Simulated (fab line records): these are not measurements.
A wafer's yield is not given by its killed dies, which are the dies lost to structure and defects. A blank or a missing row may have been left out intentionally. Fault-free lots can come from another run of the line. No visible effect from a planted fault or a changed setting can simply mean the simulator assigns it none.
Which tool was responsible? / flow gf180mcu / 36 wafers from 12 lots sampled at 5 of the route's 602 steps

== WHAT THE GAUGES READ, wafer by wafer ==
GF_SALICIDE_RS_MEAS_04: measurement is done with a four-point probe. Usual: for SALICIDE_TIN_RS the level is 16.15 ohm/sq and the standard deviation is 0.25.
lot=L486; measured=day 15 00:22; on=film_metro-01; SALICIDE_TIN_RS (ohm/sq)=15.99 15.95 16.39; flag=
lot=L487; measured=day 15 12:44; on=film_metro-04; SALICIDE_TIN_RS (ohm/sq)=16.54 16.52 16.46; flag=
lot=L489; measured=day 16 05:20; on=film_metro-01; SALICIDE_TIN_RS (ohm/sq)=15.92 16.16 16.17; flag=
lot=L496; measured=day 18 19:26; on=film_metro-01; SALICIDE_TIN_RS (ohm/sq)=16.14 16.33 15.99; flag=
lot=L497; measured=day 19 04:02; on=film_metro-01; SALICIDE_TIN_RS (ohm/sq)=15.98 15.73 16.11; flag=
lot=L498; measured=day 19 12:51; on=film_metro-02; SALICIDE_TIN_RS (ohm/sq)=16.00 15.83 15.99; flag=
lot=L500; measured=day 20 03:06; on=film_metro-02; SALICIDE_TIN_RS (ohm/sq)=16.37 16.68 16.43; flag=
lot=L501; measured=day 20 12:44; on=film_metro-01; SALICIDE_TIN_RS (ohm/sq)=16.16 16.12 15.96; flag=
lot=L502; measured=day 20 20:35; on=film_metro-01; SALICIDE_TIN_RS (ohm/sq)=16.12 16.11 16.01; flag=
lot=L503; measured=day 21 08:20; on=film_metro-01; SALICIDE_TIN_RS (ohm/sq)=15.88 16.01 15.99; flag=
lot=L505; measured=day 21 23:44; on=film_metro-01; SALICIDE_TIN_RS (ohm/sq)=15.84 15.92 16.02; flag=
lot=L509; measured=day 23 04:29; on=film_metro-01; SALICIDE_TIN_RS (ohm/sq)=16.04 16.11 16.55; flag=

== TOOL THAT RAN EACH LOT (tool first, then ch and the chambers of the sampled wafers, then the start) ==
lot=L486; GF_POLY_GATE_ETCH_13=rie_si-02 ch 1,3, day 9 02:42; GF_POLY_GATE_STRIP_14=plasma_asher-04 ch 0,1, day 9 02:46; GF_SAB_ETCH_11=rie_diel-03 ch 0,2,3, day 14 23:50; GF_SALICIDE_SPUTTER_02=pvd_sputter-02, day 15 00:19
lot=L487; GF_POLY_GATE_ETCH_13=rie_si-01 ch 0,1,2, day 9 11:57; GF_POLY_GATE_STRIP_14=plasma_asher-03 ch 0,1, day 9 12:01; GF_SAB_ETCH_11=rie_diel-04 ch 0,1,2, day 15 12:20; GF_SALICIDE_SPUTTER_02=pvd_sputter-04, day 15 12:41
lot=L489; GF_POLY_GATE_ETCH_13=rie_si-02 ch 0,2, day 10 03:17; GF_POLY_GATE_STRIP_14=plasma_asher-04 ch 0,1, day 10 03:21; GF_SAB_ETCH_11=rie_diel-04 ch 2,3, day 16 04:56; GF_SALICIDE_SPUTTER_02=pvd_sputter-01, day 16 05:17
lot=L496; GF_POLY_GATE_ETCH_13=rie_si-01 ch 0,1,2, day 12 05:14; GF_POLY_GATE_STRIP_14=plasma_asher-01 ch 0,1, day 12 05:20; GF_SAB_ETCH_11=rie_diel-01 ch 0,1, day 18 19:00; GF_SALICIDE_SPUTTER_02=pvd_sputter-01, day 18 19:20
lot=L497; GF_POLY_GATE_ETCH_13=rie_si-01 ch 0,1,3, day 12 11:05; GF_POLY_GATE_STRIP_14=plasma_asher-03 ch 0,1, day 12 11:09; GF_SAB_ETCH_11=rie_diel-04 ch 1,2,3, day 19 03:39; GF_SALICIDE_SPUTTER_02=pvd_sputter-01, day 19 03:59
lot=L498; GF_POLY_GATE_ETCH_13=rie_si-01 ch 0,1,2, day 12 19:20; GF_POLY_GATE_STRIP_14=plasma_asher-01 ch 0,1, day 12 19:24; GF_SAB_ETCH_11=rie_diel-03 ch 0,1,2, day 19 12:26; GF_SALICIDE_SPUTTER_02=pvd_sputter-01, day 19 12:47
lot=L500; GF_POLY_GATE_ETCH_13=rie_si-02 ch 1,2, day 13 07:12; GF_POLY_GATE_STRIP_14=plasma_asher-04 ch 0,1, day 13 07:16; GF_SAB_ETCH_11=rie_diel-01 ch 0,2,3, day 20 02:41; GF_SALICIDE_SPUTTER_02=pvd_sputter-01, day 20 03:02
lot=L501; GF_POLY_GATE_ETCH_13=rie_si-02 ch 0,1,2, day 13 14:35; GF_POLY_GATE_STRIP_14=plasma_asher-03 ch 0,1, day 13 14:39; GF_SAB_ETCH_11=rie_diel-03 ch 0,1, day 20 12:20; GF_SALICIDE_SPUTTER_02=pvd_sputter-01, day 20 12:41
lot=L502; GF_POLY_GATE_ETCH_13=rie_si-02 ch 0,1,2, day 13 19:44; GF_POLY_GATE_STRIP_14=plasma_asher-03 ch 0,1, day 13 19:48; GF_SAB_ETCH_11=rie_diel-03 ch 0,2,3, day 20 20:11; GF_SALICIDE_SPUTTER_02=pvd_sputter-02, day 20 20:32
lot=L503; GF_POLY_GATE_ETCH_13=rie_si-02 ch 0,1,3, day 14 09:20; GF_POLY_GATE_STRIP_14=plasma_asher-01 ch 0,1, day 14 09:24; GF_SAB_ETCH_11=rie_diel-03 ch 0,2,3, day 21 07:56; GF_SALICIDE_SPUTTER_02=pvd_sputter-02, day 21 08:17
lot=L505; GF_POLY_GATE_ETCH_13=rie_si-02 ch 0,1,3, day 14 21:11; GF_POLY_GATE_STRIP_14=plasma_asher-03 ch 0,1, day 14 21:14; GF_SAB_ETCH_11=rie_diel-04 ch 0,2,3, day 21 23:17; GF_SALICIDE_SPUTTER_02=pvd_sputter-02, day 21 23:38
lot=L509; GF_POLY_GATE_ETCH_13=rie_si-01 ch 0,2,3, day 15 22:51; GF_POLY_GATE_STRIP_14=plasma_asher-01 ch 0,1, day 15 22:54; GF_SAB_ETCH_11=rie_diel-01 ch 1,2,3, day 23 04:05; GF_SALICIDE_SPUTTER_02=pvd_sputter-01, day 23 04:25
- GF_POLY_GATE_ETCH_13: etches poly-Si in HBr/Cl2, stops on SiO2, target depth 198.5 nm, time 69.6 s.
- GF_POLY_GATE_STRIP_14: strips in O2/N2.
- GF_SAB_ETCH_11: etches SiO2 in C4F8/O2/Ar, target depth 55 nm, time 8.5 s.
- GF_SALICIDE_SPUTTER_02: material Co, target thk 10 nm, time 20 s.

== WHAT THE TOOLS THEMSELVES READ (means of the sampled wafers that have a number; where no wafer has one, the mark that the record gives instead) ==
GF_POLY_GATE_ETCH_13. Usual: drypump_motor_current_A 5.4 A, standard deviation 0.37; oes_product_au 0.990 a.u., standard deviation 0.0075; throttle_valve_pct 33.685 %, standard deviation 0.0085.
lot=L486; tool=rie_si-02; drypump_motor_current_A (A)=5.2; oes_product_au (a.u.)=0.999; throttle_valve_pct (%)=33.682; flag=
lot=L487; tool=rie_si-01; drypump_motor_current_A (A)=5.4; oes_product_au (a.u.)=0.983; throttle_valve_pct (%)=33.686; flag=
lot=L489; tool=rie_si-02; drypump_motor_current_A (A)=5.3; oes_product_au (a.u.)=0.995; throttle_valve_pct (%)=33.676; flag=
lot=L496; tool=rie_si-01; drypump_motor_current_A (A)=5.3; oes_product_au (a.u.)=0.814; throttle_valve_pct (%)=33.688; flag=OFF
lot=L497; tool=rie_si-01; drypump_motor_current_A (A)=5.3; oes_product_au (a.u.)=0.818; throttle_valve_pct (%)=33.696; flag=OFF
lot=L498; tool=rie_si-01; drypump_motor_current_A (A)=5.3; oes_product_au (a.u.)=0.807; throttle_valve_pct (%)=33.694; flag=OFF
lot=L500; tool=rie_si-02; drypump_motor_current_A (A)=5.2; oes_product_au (a.u.)=0.983; throttle_valve_pct (%)=33.684; flag=
lot=L501; tool=rie_si-02; drypump_motor_current_A (A)=5.2; oes_product_au (a.u.)=0.987; throttle_valve_pct (%)=33.694; flag=
lot=L502; tool=rie_si-02; drypump_motor_current_A (A)=5.2; oes_product_au (a.u.)=0.994; throttle_valve_pct (%)=33.684; flag=
lot=L503; tool=rie_si-02; drypump_motor_current_A (A)=5.3; oes_product_au (a.u.)=0.989; throttle_valve_pct (%)=33.675; flag=
lot=L505; tool=rie_si-02; drypump_motor_current_A (A)=5.3; oes_product_au (a.u.)=0.991; throttle_valve_pct (%)=33.686; flag=
lot=L509; tool=rie_si-01; drypump_motor_current_A (A)=5.4; oes_product_au (a.u.)=0.982; throttle_valve_pct (%)=33.680; flag=

GF_POLY_GATE_STRIP_14. Usual: drypump_motor_current_A 5.7 A, standard deviation 0.58; heater_power_w 322 W, standard deviation 11; oes_product_au 0.505 a.u., standard deviation 0.0044.
lot=L486; tool=plasma_asher-04; drypump_motor_current_A (A)=5.8; heater_power_w (W)=332; oes_product_au (a.u.)=0.506; flag=
lot=L487; tool=plasma_asher-03; drypump_motor_current_A (A)=5.3; heater_power_w (W)=322; oes_product_au (a.u.)=0.504; flag=
lot=L489; tool=plasma_asher-04; drypump_motor_current_A (A)=5.8; heater_power_w (W)=334; oes_product_au (a.u.)=0.505; flag=
lot=L496; tool=plasma_asher-01; drypump_motor_current_A (A)=6.3; heater_power_w (W)=319; oes_product_au (a.u.)=0.491; flag=OFF
lot=L497; tool=plasma_asher-03; drypump_motor_current_A (A)=5.3; heater_power_w (W)=317; oes_product_au (a.u.)=0.482; flag=OFF
lot=L498; tool=plasma_asher-01; drypump_motor_current_A (A)=6.2; heater_power_w (W)=323; oes_product_au (a.u.)=0.493; flag=
lot=L500; tool=plasma_asher-04; drypump_motor_current_A (A)=5.9; heater_power_w (W)=331; oes_product_au (a.u.)=0.506; flag=
lot=L501; tool=plasma_asher-03; drypump_motor_current_A (A)=5.3; heater_power_w (W)=326; oes_product_au (a.u.)=0.508; flag=
lot=L502; tool=plasma_asher-03; drypump_motor_current_A (A)=5.1; heater_power_w (W)=315; oes_product_au (a.u.)=0.505; flag=
lot=L503; tool=plasma_asher-01; drypump_motor_current_A (A)=5.7; heater_power_w (W)=319; oes_product_au (a.u.)=0.502; flag=
lot=L505; tool=plasma_asher-03; drypump_motor_current_A (A)=5.3; heater_power_w (W)=323; oes_product_au (a.u.)=0.506; flag=
lot=L509; tool=plasma_asher-01; drypump_motor_current_A (A)=6.3; heater_power_w (W)=323; oes_product_au (a.u.)=0.511; flag=

GF_SAB_ETCH_11. Usual: oes_product_au 0.998 a.u., standard deviation 0.0077.
lot=L486; tool=rie_diel-03; oes_product_au (a.u.)=0.998; flag=
lot=L487; tool=rie_diel-04; oes_product_au (a.u.)=0.994; flag=
lot=L489; tool=rie_diel-04; oes_product_au (a.u.)=0.997; flag=
lot=L496; tool=rie_diel-01; oes_product_au (a.u.)=0.995; flag=
lot=L497; tool=rie_diel-04; oes_product_au (a.u.)=0.990; flag=
lot=L498; tool=rie_diel-03; oes_product_au (a.u.)=1.000; flag=
lot=L500; tool=rie_diel-01; oes_product_au (a.u.)=0.991; flag=
lot=L501; tool=rie_diel-03; oes_product_au (a.u.)=1.004; flag=
lot=L502; tool=rie_diel-03; oes_product_au (a.u.)=0.998; flag=
lot=L503; tool=rie_diel-03; oes_product_au (a.u.)=0.995; flag=
lot=L505; tool=rie_diel-04; oes_product_au (a.u.)=1.004; flag=
lot=L509; tool=rie_diel-01; oes_product_au (a.u.)=0.996; flag=

GF_SALICIDE_SPUTTER_02. Usual: cathode_dc_power_W 999.99 W, standard deviation 0.17; throttle_valve_pct 30.1 %, standard deviation 0.94.
lot=L486; tool=pvd_sputter-02; cathode_dc_power_W (W)=999.89; throttle_valve_pct (%)=30.5; flag=
lot=L487; tool=pvd_sputter-04; cathode_dc_power_W (W)=999.95; throttle_valve_pct (%)=30.1; flag=
lot=L489; tool=pvd_sputter-01; cathode_dc_power_W (W)=1000.17; throttle_valve_pct (%)=29.4; flag=
lot=L496; tool=pvd_sputter-01; cathode_dc_power_W (W)=999.88; throttle_valve_pct (%)=30.4; flag=
lot=L497; tool=pvd_sputter-01; cathode_dc_power_W (W)=999.99; throttle_valve_pct (%)=29.7; flag=
lot=L498; tool=pvd_sputter-01; cathode_dc_power_W (W)=999.85; throttle_valve_pct (%)=30.4; flag=
lot=L500; tool=pvd_sputter-01; cathode_dc_power_W (W)=999.98; throttle_valve_pct (%)=29.7; flag=
lot=L501; tool=pvd_sputter-01; cathode_dc_power_W (W)=1000.20; throttle_valve_pct (%)=30.6; flag=
lot=L502; tool=pvd_sputter-02; cathode_dc_power_W (W)=1000.17; throttle_valve_pct (%)=30.3; flag=
lot=L503; tool=pvd_sputter-02; cathode_dc_power_W (W)=1000.01; throttle_valve_pct (%)=30.2; flag=
lot=L505; tool=pvd_sputter-02; cathode_dc_power_W (W)=999.92; throttle_valve_pct (%)=30.0; flag=
lot=L509; tool=pvd_sputter-01; cathode_dc_power_W (W)=1000.02; throttle_valve_pct (%)=29.7; flag=

== THE ANSWER, worked out from the rows above alone ==
Rule: a lot counts as off when the mean over its wafers that have a number is more than 3 standard deviations away from the usual mean. Also off: a lot with no number at a reading for which 4 or more lots have one. The other lots that the step has rows for count as sound. After the gauges, taken in route order, come the tools' own readings; for these a lot's mean is taken, as printed above. The first step at which some lot is off is used, and at that step the reading that is off furthest; a lot without a number counts as furthest.
Off at GF_POLY_GATE_ETCH_13 (oes_product_au): L496, L497, L498.
A tool fits if, at that step or a process step before it, it ran every lot that is off, and no sound lot after the first of them. None of those tried fits.

== WHAT HAD BEEN PUT IN BY THE SIMULATOR ==
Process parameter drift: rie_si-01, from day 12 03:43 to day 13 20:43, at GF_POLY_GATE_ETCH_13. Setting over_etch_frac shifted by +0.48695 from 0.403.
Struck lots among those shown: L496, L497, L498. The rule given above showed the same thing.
